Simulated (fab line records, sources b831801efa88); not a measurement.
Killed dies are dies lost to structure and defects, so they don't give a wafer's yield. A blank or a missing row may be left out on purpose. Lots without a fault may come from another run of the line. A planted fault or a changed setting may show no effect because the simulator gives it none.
Which tool did it? | flow sky130 | 6 lots, 18 wafers sampled, at 1 step of a route of 708

WHAT THE GAUGES READ, wafer by wafer
SKY_CAP2M_OVL_MEAS_12.
lot  | measured     | on         | CAP2M_OVL (nm)
L891 | day 41 05:28 | overlay-02 | 1.1 2.1 0.4
L895 | day 42 07:26 | overlay-01 | -0.2 -1.3 -1.4
L898 | day 43 04:05 | overlay-01 | -2.4 -0.8 -1.7
L902 | day 44 09:07 | overlay-01 | -3.4 -2.8 -2.9
L904 | day 44 18:35 | overlay-02 | 0.6 -1.3 0.3
L913 | day 47 06:29 | overlay-01 | 0.6 -0.5 -0.9

WHICH TOOL RAN EACH LOT (tool, then ch and the chambers of the sampled wafers, then the start)
The record holds no process step before these readings.

THE ANSWER, worked out from the rows above alone
Rule: what is usual is taken from the lots themselves. Put in order of their means at a reading, lots are off if they are a third of the lots or fewer, leave a main group of 4 or more, and stand apart from it by a gap of 3 or more times the standard deviation of the main group's means; of several such gaps the widest counts. A main group whose means are all the same, to the digits that the tables above print for the reading, isn't used. A lot without any number at a reading at which 4 lots or more have one is off too. The other lots that the step has rows for count as sound.
No lot is off at any reading shown: from this, nothing can be told.

WHAT THE SIMULATOR HAD PUT IN
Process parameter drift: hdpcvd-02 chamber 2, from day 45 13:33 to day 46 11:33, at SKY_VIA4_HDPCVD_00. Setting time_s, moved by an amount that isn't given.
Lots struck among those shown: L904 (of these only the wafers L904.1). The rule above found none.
